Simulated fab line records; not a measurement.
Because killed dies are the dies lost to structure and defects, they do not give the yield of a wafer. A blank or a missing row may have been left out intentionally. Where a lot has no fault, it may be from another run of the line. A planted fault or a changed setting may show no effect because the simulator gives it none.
Split-lot study + flow gf180mcu + 5 lots, 23 wafers read, on a route of 602 steps

== ABOUT THE SPLIT ==
At GF_HV_LDD_CVD_56 (deposits Si3N4 from DCS/NH3, target thk 90 nm, time 1543 s), the setting time s was moved away from the recipe's 1543 s on 15 of the 23 wafers read, by -13.8% to +12.1%. For the rest of the wafers, this setting stayed at what the recipe calls for.

There is no step in the file separating the split from the reading.

== THE READING ==
oes product au, in a.u., at GF_HV_LDD_ETCHBACK_58 (etches Si3N4 in CH3F/O2, stops on SiO2, time 100 s, target depth 90 nm). Fault-free wafers of this fab line usually give 0.845 a.u., standard deviation 0.006 a.u.

| wafer  | tool, chamber at the split | time s as run, s | against the recipe | oes product au, a.u. | against lot-mates on the recipe |
|--------|----------------------------|------------------|--------------------|----------------------|---------------------------------|
| L075.1 | -, -                       | 1386             | -10.2%             | 0.796                | no lot-mate on the recipe       |
| L075.2 | -, -                       | 1386             | -10.2%             | 0.796                | no lot-mate on the recipe       |
| L075.4 | -, -                       | 1386             | -10.2%             | 0.800                | no lot-mate on the recipe       |
| L075.5 | -, -                       | 1386             | -10.2%             | 0.797                | no lot-mate on the recipe       |
| L075.6 | -, -                       | 1386             | -10.2%             | 0.806                | no lot-mate on the recipe       |
| L082.1 | -, -                       | 1330             | -13.8%             | 0.774                | no lot-mate on the recipe       |
| L082.2 | -, -                       | 1330             | -13.8%             | 0.778                | no lot-mate on the recipe       |
| L082.3 | -, -                       | 1330             | -13.8%             | 0.778                | no lot-mate on the recipe       |
| L082.4 | -, -                       | 1330             | -13.8%             | 0.782                | no lot-mate on the recipe       |
| L082.5 | -, -                       | 1330             | -13.8%             | 0.789                | no lot-mate on the recipe       |
| L083.2 | lpcvd-02, 1                | 1543             | recipe             | 0.860                | -                               |
| L083.3 | lpcvd-02, 1                | 1543             | recipe             | 0.843                | -                               |
| L083.4 | lpcvd-02, 1                | 1543             | recipe             | 0.864                | -                               |
| L084.1 | -, -                       | 1543             | recipe             | 0.848                | -                               |
| L084.2 | -, -                       | 1543             | recipe             | 0.851                | -                               |
| L084.3 | -, -                       | 1543             | recipe             | 0.842                | -                               |
| L084.4 | -, -                       | 1543             | recipe             | 0.842                | -                               |
| L084.5 | -, -                       | 1543             | recipe             | 0.839                | -                               |
| L085.1 | -, -                       | 1729             | +12.1%             | 0.905                | no lot-mate on the recipe       |
| L085.2 | -, -                       | 1729             | +12.1%             | 0.904                | no lot-mate on the recipe       |
| L085.3 | -, -                       | 1729             | +12.1%             | 0.906                | no lot-mate on the recipe       |
| L085.4 | -, -                       | 1729             | +12.1%             | 0.891                | no lot-mate on the recipe       |
| L085.6 | -, -                       | 1729             | +12.1%             | 0.902                | no lot-mate on the recipe       |

FIT RESULTS
A straight line over all 23 wafers: oes product au changes by +0.0047 a.u. for each +1% of time s; r = +0.99; the points scatter about the line by 0.0069 a.u.
Too few moved wafers have a lot-mate on the recipe to fit a line with each lot's own level taken away.

== FILE'S OWN FIT ==
oes product au changes by +0.0047 a.u. for each +1% of time s, r = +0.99.
